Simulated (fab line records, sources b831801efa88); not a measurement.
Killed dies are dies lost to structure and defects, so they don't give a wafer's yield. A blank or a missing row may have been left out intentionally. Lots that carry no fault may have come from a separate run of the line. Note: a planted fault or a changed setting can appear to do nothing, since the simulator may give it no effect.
Which tool did it? || flow gf180mcu || 42 wafers from 14 lots sampled at 2 of the route's 602 steps

== WHAT THE GAUGES SHOWED, per wafer ==
GF_CONTACT_THK_MEAS_01.
{"lot": "L954", "measured": "day 15 03:04", "on": "film metro-01", "CONTACT_CVD_00_THK (nm)": "303.9 298.2 295.6"}
{"lot": "L955", "measured": "day 15 13:35", "on": "film metro-04", "CONTACT_CVD_00_THK (nm)": "296.7 299.1 294.1"}
{"lot": "L960", "measured": "day 17 04:08", "on": "film metro-01", "CONTACT_CVD_00_THK (nm)": "298.6 299.1 296.8"}
{"lot": "L959", "measured": "day 17 14:55", "on": "film metro-04", "CONTACT_CVD_00_THK (nm)": "147.4 146.1 145.6"}
{"lot": "L963", "measured": "day 18 09:28", "on": "film metro-03", "CONTACT_CVD_00_THK (nm)": "146.5 142.0 144.9"}
{"lot": "L968", "measured": "day 20 08:27", "on": "film metro-04", "CONTACT_CVD_00_THK (nm)": "302.9 298.4 301.7"}
{"lot": "L969", "measured": "day 20 14:10", "on": "film metro-03", "CONTACT_CVD_00_THK (nm)": "298.6 298.8 298.9"}
{"lot": "L970", "measured": "day 21 00:35", "on": "film metro-01", "CONTACT_CVD_00_THK (nm)": "302.3 303.4 303.0"}
{"lot": "L972", "measured": "day 21 15:28", "on": "film metro-03", "CONTACT_CVD_00_THK (nm)": "300.7 296.7 296.7"}
{"lot": "L973", "measured": "day 22 05:23", "on": "film metro-01", "CONTACT_CVD_00_THK (nm)": "298.5 298.9 297.7"}
{"lot": "L974", "measured": "day 22 10:05", "on": "film metro-03", "CONTACT_CVD_00_THK (nm)": "301.0 300.0 301.0"}
{"lot": "L976", "measured": "day 22 21:11", "on": "film metro-03", "CONTACT_CVD_00_THK (nm)": "298.7 296.8 299.3"}
{"lot": "L977", "measured": "day 23 12:51", "on": "film metro-01", "CONTACT_CVD_00_THK (nm)": "301.5 304.9 302.7"}
{"lot": "L971", "measured": "day 24 07:37", "on": "film metro-03", "CONTACT_CVD_00_THK (nm)": "299.7 303.5 299.8"}

== WHICH TOOL RAN EACH LOT (tool, then ch and the chambers of the sampled wafers, then the start) ==
{"lot": "L954", "GF_CONTACT_CVD_00": "hdpcvd-02 ch 0,1,2, day 15 03:01"}
{"lot": "L955", "GF_CONTACT_CVD_00": "hdpcvd-01 ch 0,1,2, day 15 13:31"}
{"lot": "L960", "GF_CONTACT_CVD_00": "hdpcvd-01 ch 1,2, day 17 04:05"}
{"lot": "L959", "GF_CONTACT_CVD_00": "hdpcvd-01 ch 0,1,2, day 17 14:53"}
{"lot": "L963", "GF_CONTACT_CVD_00": "hdpcvd-01 ch 0,1, day 18 09:25"}
{"lot": "L968", "GF_CONTACT_CVD_00": "hdpcvd-02 ch 0,1, day 20 08:25"}
{"lot": "L969", "GF_CONTACT_CVD_00": "hdpcvd-01 ch 0,1, day 20 14:07"}
{"lot": "L970", "GF_CONTACT_CVD_00": "hdpcvd-02 ch 0,1,2, day 21 00:30"}
{"lot": "L972", "GF_CONTACT_CVD_00": "hdpcvd-02 ch 0,2, day 21 15:23"}
{"lot": "L973", "GF_CONTACT_CVD_00": "hdpcvd-01 ch 0,1, day 22 05:20"}
{"lot": "L974", "GF_CONTACT_CVD_00": "hdpcvd-02 ch 0,1,2, day 22 10:02"}
{"lot": "L976", "GF_CONTACT_CVD_00": "hdpcvd-01 ch 0,1, day 22 21:08"}
{"lot": "L977", "GF_CONTACT_CVD_00": "hdpcvd-02 ch 1,2, day 23 12:49"}
{"lot": "L971", "GF_CONTACT_CVD_00": "hdpcvd-01 ch 0,1, day 24 07:35"}
- GF_CONTACT_CVD_00: deposits SiO2, target thk 300 nm, time 50 s.

== WHAT THE TOOLS THEMSELVES READ (means of the sampled wafers that have a number; where no wafer has one, the mark that the record gives instead) ==
GF_CONTACT_CVD_00.
{"lot": "L954", "tool": "hdpcvd-02", "sih4 flow sccm (sccm)": 59.95}
{"lot": "L955", "tool": "hdpcvd-01", "sih4 flow sccm (sccm)": 59.95}
{"lot": "L960", "tool": "hdpcvd-01", "sih4 flow sccm (sccm)": 60.01}
{"lot": "L959", "tool": "hdpcvd-01", "sih4 flow sccm (sccm)": 29.86}
{"lot": "L963", "tool": "hdpcvd-01", "sih4 flow sccm (sccm)": 29.81}
{"lot": "L968", "tool": "hdpcvd-02", "sih4 flow sccm (sccm)": 60.22}
{"lot": "L969", "tool": "hdpcvd-01", "sih4 flow sccm (sccm)": 60.01}
{"lot": "L970", "tool": "hdpcvd-02", "sih4 flow sccm (sccm)": 59.87}
{"lot": "L972", "tool": "hdpcvd-02", "sih4 flow sccm (sccm)": 60.08}
{"lot": "L973", "tool": "hdpcvd-01", "sih4 flow sccm (sccm)": 59.93}
{"lot": "L974", "tool": "hdpcvd-02", "sih4 flow sccm (sccm)": 60.17}
{"lot": "L976", "tool": "hdpcvd-01", "sih4 flow sccm (sccm)": 59.98}
{"lot": "L977", "tool": "hdpcvd-02", "sih4 flow sccm (sccm)": 59.94}
{"lot": "L971", "tool": "hdpcvd-01", "sih4 flow sccm (sccm)": 60.02}

== THE ANSWER, worked out from the rows above alone ==
Rule: what is usual is taken from the lots themselves. The widest of any qualifying gaps counts: lots, ordered by their means at a reading, are off when they make up no more than a third of the lots, leave a main group of 4 or more, and stand apart from it by 3 or more times the standard deviation of that group's means. The tables above print the reading to a certain number of digits; a main group whose means all agree to those digits is not used. Also off: a lot with no number at a reading for which 4 or more lots have one. All remaining lots with rows at the step are treated as sound. After the gauges, taken in route order, come the tools' own readings; for these a lot's mean is taken, as printed above. The first step at which some lot is off is used, and at that step the reading that is off furthest; a lot without a number counts as furthest.
Off: L959, L963, at GF_CONTACT_THK_MEAS_01 (CONTACT_CVD_00_THK). The main group: mean 299.7 nm, standard deviation 1.9.
A tool fits if, at a process step before that reading, it ran every lot that is off, and no sound lot after the first of them. The gauges at GF_CONTACT_THK_MEAS_01 aren't tried: what is off there is off at GF_CONTACT_CVD_00 too, on other tools, and a gauge's error can't cause that. Of those tried, none fits.

== WHAT THE SIMULATOR HAD PUT IN ==
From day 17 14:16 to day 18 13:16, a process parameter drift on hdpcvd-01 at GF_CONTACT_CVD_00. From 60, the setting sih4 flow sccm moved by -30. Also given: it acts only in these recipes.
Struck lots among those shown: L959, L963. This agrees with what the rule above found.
